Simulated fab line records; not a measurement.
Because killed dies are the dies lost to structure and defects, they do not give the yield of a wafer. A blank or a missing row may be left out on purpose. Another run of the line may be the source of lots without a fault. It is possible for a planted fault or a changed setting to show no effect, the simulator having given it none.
fab line records    flow sky130
[record] lots = 6  wafers = 18  last-day = 50
route steps=708 shown METAL2@490
lots untouched by any fault: they come from a run of this same line in which no faults occurred
start-h: the number of hours between the record's first day and the start of the first shown wafer of the lot    wait-h: hours from the lot's prior step to this one    " the same as in the row above    L1.1+2: a row that stands for several wafers    - value missing, or start not given    * or withheld: withheld    < > ~ a bound
route shown NAME@n: a module of which the file shows steps, and the number in the route of the first    usual: average and standard deviation across the fault-free wafers    same: alike in all rows    chamber/n: place in a boat    sites: readings site by site    _std_site: their standard deviation    _edge_site: mean of outer sites minus mean of inner sites    radius-mm: for every site, how far away it sits from the centre of the wafer    mask NAME#n: copy n    behind: the most recent tool/chamber to have shaped the wafer    hold: why the lot was held/for how many hours/how that ended    device: which transistor (n, p or np) failed to switch    end of line: at the end of the route, the tests of the same wafers    a step without rows: its recipe alone    killed: at the first sort, the dies lost to defects and structure; wafer yield is something else    map: shows each die of a wafer: x if killed, . if not, _ if none is there
set.NAME: setting as actually run; set.NAME@STEP: the setting as run at that earlier step    model.NAME: the simulator's own value behind a step, which no gauge read
a table for each step, a row for each wafer; lots at some steps of the route
services: the hour from which a tool's chamber was out of use, counted from the record's first day as start-h (under 0 if before that day), plus the number of hours and why
[[steps]]
[step SKY_METAL2_DEHYDRATE_07]
[recipe] temp-c = 200  time-s = 60
[step SKY_METAL2_HMDS_08]
[recipe] prime-time-s = 60  prime-temp-c = 120
[step SKY_METAL2_COAT_09]
[recipe] resist = BARC  temp-c = withheld  time-s = withheld  spin-rpm = 3000  resist-thk-nm = 60
[step SKY_METAL2_COAT_10]
[recipe] resist = KrF-thick  spin-rpm = 3000  resist-thk-nm = 450
[step SKY_METAL2_SOFTBAKE_11]
[recipe] temp-c = 100  time-s = 90  resist = KrF-thick
[step SKY_METAL2_EXPOSE_12]
[recipe] mask-id = MM2  na = 0.8  source-shape = annular  sigma-inner = 0.55  sigma-outer = 0.85  target-cd-nm = 140  dose-mj = 28
[step SKY_METAL2_PEB_13]
[recipe] peb-temp-c = withheld  peb-time-s = withheld  resist = KrF-thick
[step SKY_METAL2_DEVELOP_14]
[recipe] develop-time-s = 61.34  resist = KrF-thick  dev-temp-c = 21
[step SKY_METAL2_CD_MEAS_15]
[recipe] target-cd-nm = 140
[usual] cd-nm = 139.9/1.5
lot.wafer  tool       chamber  start-h  wait-h  cd-nm
L820.3     cd-sem-01  -        849.96   -       142.1
L820.4     "          -        "        "       140.6
L820.6     "          -        "        "       140.3
L826.3     cd-sem-01  -        892.18   -       138.7
L826.4     "          -        "        "       138.4
L826.6     "          -        "        "       141.4
L834.3     cd-sem-01  -        961.49   -       139.8
L834.4     "          -        "        "       139.6
L834.5     "          -        "        "       141.0
L836.2     cd-sem-02  -        962.17   -       138.6
L836.5     "          -        "        "       139.8
L836.6     "          -        "        "       140.0
L839.2     cd-sem-01  -        984.19   -       137.8
L839.4     "          -        "        "       139.3
L839.5     "          -        "        "       137.9
L840.1     cd-sem-02  -        989.75   -       140.6
L840.5     "          -        "        "       139.9
L840.6     "          -        "        "       139.8
[step SKY_METAL2_OVL_MEAS_16]
[usual] METAL2_OVL = -4/5.6
lot.wafer  tool        chamber  start-h  wait-h  METAL2_OVL[nm]
L820.3     overlay-01  -        850.05   0.1     -10
L820.4     "           -        "        "       -6
L820.6     "           -        "        "       -11
L826.3     overlay-02  -        892.27   0.1     -5
L826.4     "           -        "        "       -3
L826.6     "           -        "        "       -1
L834.3     overlay-01  -        961.58   0.1     -3
L834.4     "           -        "        "       1
L834.5     "           -        "        "       -5
L836.2     overlay-02  -        962.27   0.1     -20
L836.5     "           -        "        "       -14
L836.6     "           -        "        "       -15
L839.2     overlay-02  -        984.29   0.1     -2
L839.4     "           -        "        "       4
L839.5     "           -        "        "       0
L840.1     overlay-02  -        989.87   0.1     0
L840.5     "           -        "        "       0
L840.6     "           -        "        "       0
[step SKY_METAL2_DESCUM_17]
[recipe] chemistry = O2  source-power-w = 150  bias-power-w = 0  pressure-mtorr = 10  temp-c = 40  time-s = 8
[usual] drypump-motor-current-A = 5.5/0.3  he-backside-leak-sccm = 3.4/0.33  oes-product-au = 1.004/0.0086
lot.wafer  tool          chamber  start-h  wait-h  drypump-motor-current-A  he-backside-leak-sccm  oes-product-au  rf-hours-counter-h
L820.3     rie-metal-02  1        850.08   0.0     5.4                      3.2                    1.007           -
L820.4     "             0        "        "       5.3                      3.4                    1.014           -
L820.6     "             1        "        "       5.4                      3.3                    1.003           -
L826.3     rie-metal-01  1        892.30   0.0     5.1                      3.5                    1.015           -
L826.4     "             0        "        "       5.4                      3.3                    1.009           -
L826.6     "             1        "        "       5.1                      3.6                    1.010           -
L834.3     rie-metal-02  0        961.62   0.0     5.3                      3.3                    1.016           -
L834.4     "             1        "        "       5.4                      3.4                    1.001           -
L834.5     "             0        "        "       5.3                      3.4                    1.009           -
L836.2     rie-metal-02  0        962.30   0.0     5.3                      3.3                    1.007           17
L836.5     "             1        "        "       5.4                      3.1                    1.001           -
L836.6     "             0        "        "       5.3                      3.3                    1.016           -
L839.2     rie-metal-04  1        984.32   0.0     6.1                      3.5                    0.993           2
L839.4     "             1        "        "       6.1                      3.4                    0.997           -
L839.5     "             1        "        "       6.0                      3.5                    0.998           -
L840.1     rie-metal-04  0        989.90   0.0     5.7                      3.2                    0.987           12
L840.5     "             1        "        "       6.0                      3.6                    0.993           -
L840.6     "             0        "        "       5.7                      3.1                    0.998           -
[step SKY_METAL2_ETCH_18]
[recipe] chemistry = N2/H2  target = BARC  ion-energy-ev = 200  bias-w = 100  pressure-mtorr = 30  n2-flow-sccm = 100  h2-flow-sccm = 200  icp-w = 500  stop-on = SiO2  time-s = 45.9  target-depth-a = 600
[usual] drypump-motor-current-A = 5.5/0.3  he-backside-leak-sccm = 3.34/0.28  oes-product-au = 0.855/0.0043  run-length-s = 74.6/1.2  throttle-valve-pct = 13.224/0.0083
lot.wafer  tool          chamber  start-h  wait-h  drypump-motor-current-A  he-backside-leak-sccm  oes-product-au  rf-hours-counter-h  run-length-s  throttle-valve-pct
L820.3     rie-metal-02  1        850.13   0.0     5.4                      3.32                   0.855           -                   74.3          13.227
L820.4     "             0        "        "       5.3                      3.30                   0.846           -                   73.6          13.246
L820.6     "             1        "        "       5.4                      3.45                   0.856           -                   74.5          13.225
L826.3     rie-metal-01  1        892.35   0.0     5.1                      3.48                   0.854           -                   75.1          13.223
L826.4     "             0        "        "       5.4                      3.03                   0.858           -                   74.0          13.225
L826.6     "             1        "        "       5.1                      3.46                   0.852           -                   74.7          13.224
L834.3     rie-metal-02  0        961.67   0.0     5.4                      3.30                   0.858           -                   76.5          13.212
L834.4     "             1        "        "       5.4                      2.93                   0.853           -                   78.0          13.230
L834.5     "             0        "        "       5.3                      3.44                   0.849           -                   77.2          13.240
L836.2     rie-metal-02  0        962.35   0.0     5.4                      3.37                   0.862           17                  76.7          13.232
L836.5     "             1        "        "       5.4                      3.29                   0.859           -                   77.4          13.227
L836.6     "             0        "        "       5.3                      3.42                   0.856           -                   76.9          13.220
L839.2     rie-metal-04  1        984.36   0.0     6.1                      3.43                   0.859           2                   73.7          13.222
L839.4     "             1        "        "       6.1                      3.50                   0.854           -                   73.4          13.225
L839.5     "             1        "        "       6.1                      3.52                   0.859           -                   73.6          13.225
L840.1     rie-metal-04  0        989.94   0.0     5.7                      3.05                   0.852           12                  73.5          13.206
L840.5     "             1        "        "       6.1                      3.52                   0.855           -                   73.9          13.221
L840.6     "             0        "        "       5.7                      3.26                   0.861           -                   73.8          13.231
[step SKY_METAL2_METAL_ETCH_19]
[recipe] target-depth-a = 3600  stop-on = SiO2  over-etch-frac = 0.3  time-s = 78  chemistry = Cl2/BCl3  resist-sidewall-deg = 88  pressure-mtorr = 10  icp-w = 900  bias-w = 48.5  Cl2_flow_sccm = 60  bcl3-flow-sccm = 30
[usual] drypump-motor-current-A = 5.5/0.3  he-backside-leak-sccm = 3.35/0.27  oes-product-au = 0.855/0.0057  run-length-s = 106.7/1.2  throttle-valve-pct = 22.265/0.0093
lot.wafer  tool          chamber  start-h  wait-h  drypump-motor-current-A  he-backside-leak-sccm  oes-product-au  rf-hours-counter-h  run-length-s  throttle-valve-pct  model.KrF-thick_of_METAL2_COAT_10.thk-nm  model.METAL2.cd-nm
L820.3     rie-metal-02  1        850.20   0.1     5.4                      3.32                   0.856           -                   106.7         22.255              157.9                                     142.4
L820.4     "             0        "        "       5.3                      3.46                   0.849           -                   106.0         22.247              154.1                                     138.6
L820.6     "             1        "        "       5.3                      3.44                   0.853           -                   107.0         22.274              158                                       142.8
L826.3     rie-metal-01  1        892.42   0.1     5.1                      3.56                   0.860           -                   106.7         22.266              151.9                                     139.7
L826.4     "             0        "        "       5.4                      3.42                   0.853           -                   106.5         22.282              157.6                                     137.4
L826.6     "             1        "        "       5.1                      3.47                   0.855           -                   107.1         22.273              152.8                                     140.6
L834.3     rie-metal-02  0        961.77   0.1     5.4                      3.38                   0.988           -                   97.5          22.258              186.5                                     142.4
L834.4     "             1        "        "       5.4                      2.83                   0.985           -                   98.5          22.285              191.3                                     142
L834.5     "             0        "        "       5.3                      3.50                   0.990           -                   97.7          22.262              186                                       143.3
L836.2     rie-metal-02  0        962.43   0.1     5.4                      3.46                   0.993           17                  97.4          22.283              188.5                                     142.5
L836.5     "             1        "        "       5.4                      3.13                   0.979           -                   98.4          22.270              192.1                                     144.9
L836.6     "             0        "        "       5.4                      3.45                   0.995           -                   97.4          22.272              188.7                                     144.8
L839.2     rie-metal-04  1        984.42   0.0     6.1                      3.55                   0.849           2                   105.6         22.265              158.4                                     136.7
L839.4     "             1        "        "       6.1                      3.66                   0.866           -                   105.9         22.245              158.8                                     138.2
L839.5     "             1        "        "       6.1                      3.68                   0.856           -                   105.7         22.277              156.8                                     136.8
L840.1     rie-metal-04  0        990.00   0.0     5.7                      3.10                   0.861           12                  105.9         22.262              158.3                                     141.2
L840.5     "             1        "        "       6.1                      3.39                   0.851           -                   105.5         22.280              160.6                                     139.4
L840.6     "             0        "        "       5.7                      3.25                   0.855           -                   105.7         22.261              156.7                                     137.8
[step SKY_METAL2_STRIP_20]
[recipe] chemistry = O2/N2  power-w = 1400  pressure-mtorr = 1500  platen-temp-c = withheld  o2-flow-sccm = 3000  n2-flow-sccm = 300  overash-fraction = 0.5
[usual] drypump-motor-current-A = 5.8/0.64  oes-product-au = 0.342/0.0047  strip-time-to-endpoint-s = 2.68/0.033
lot.wafer  tool             chamber  start-h  wait-h  drypump-motor-current-A  oes-product-au  rf-hours-counter-h  strip-time-to-endpoint-s
L820.3     plasma-asher-04  1        850.29   0.1     5.3                      0.346           -                   2.67
L820.4     "                0        "        "       6.6                      0.335           -                   2.65
L820.6     "                0        "        "       6.6                      0.339           -                   2.69
L826.3     plasma-asher-01  1        892.51   0.1     6.0                      0.337           -                   2.62
L826.4     "                0        "        "       4.9                      0.346           -                   2.70
L826.6     "                1        "        "       6.1                      0.342           -                   2.62
L834.3     plasma-asher-04  0        961.88   0.1     6.6                      0.357           -                   2.99
L834.4     "                1        "        "       5.3                      0.356           -                   3.06
L834.5     "                0        "        "       6.6                      0.355           -                   3.00
L836.2     plasma-asher-01  1        962.55   0.1     6.1                      0.358           116                 3.03
L836.5     "                0        "        "       4.9                      0.354           -                   3.06
L836.6     "                1        "        "       6.1                      0.355           -                   3.02
L839.2     plasma-asher-01  1        984.51   0.1     6.1                      0.339           117                 2.70
L839.4     "                1        "        "       6.1                      0.342           -                   2.69
L839.5     "                1        "        "       6.1                      0.344           -                   2.68
L840.1     plasma-asher-04  1        990.09   0.1     5.3                      0.330           84                  2.69
L840.5     "                0        "        "       6.6                      0.346           -                   2.72
L840.6     "                1        "        "       5.3                      0.345           -                   2.68
[step SKY_METAL2_STRIP_21]
[recipe] chemistry = post-etch-residue-remover  time-s = 1200  temp-c = 72.5
[[services]]
tool             chamber  start-h  hours  kind
plasma-asher-01  -        864.83   2.8    pm
plasma-asher-01  -        905.74   4.1    repair
rie-metal-02     -        911.49   0.7    repair
plasma-asher-01  -        913.01   3.3    repair
rie-metal-04     1        927.99   -      clean
rie-metal-04     1        927.99   14.9   scheduled-down
rie-metal-04     1        927.99   14.9   vent-cycle
plasma-asher-01  -        969.09   14.6   pm
rie-metal-01     -        972.93   1.4    pm
rie-metal-02     -        980.57   0.7    repair
[[key]]
[first-sign] step = SKY_METAL2_METAL_ETCH_19  reading = oes-product-au  direction = up  sigmas = 24  usual = 0.855  struck = 0.989
[effect] step = SKY_METAL2_METAL_ETCH_19  reading = run-length-s  direction = down  sigmas = 7.5  usual = *  struck = *
[effect] step = SKY_METAL2_STRIP_20  reading = strip-time-to-endpoint-s  direction = up  sigmas = 10  usual = *  struck = *
[model-effect] step = SKY_METAL2_METAL_ETCH_19  value = KrF-thick_of_METAL2_COAT_10.thk-nm  without = 155.4  struck = 188.8
met-at SKY_METAL2_METAL_ETCH_19
struck-wafers L834.3,L834.4,L834.5,L836.2,L836.5,L836.6
sort-left-out L834.3,L834.4,L834.5,L836.2,L836.5,L836.6
onset-between 850.20 961.77
[fault] kind = process-parameter-drift  tool = rie-metal-02  chamber = -  onset-h = 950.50  steps = SKY_METAL2_METAL_ETCH_19  channel = time-s  offset = *  shape = step  end-h = 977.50  acts-in = *  stated = *
// sort-left-out: the simulated sort isn't trusted on such a fault, so these wafers' sort isn't shown, and their yield isn't known
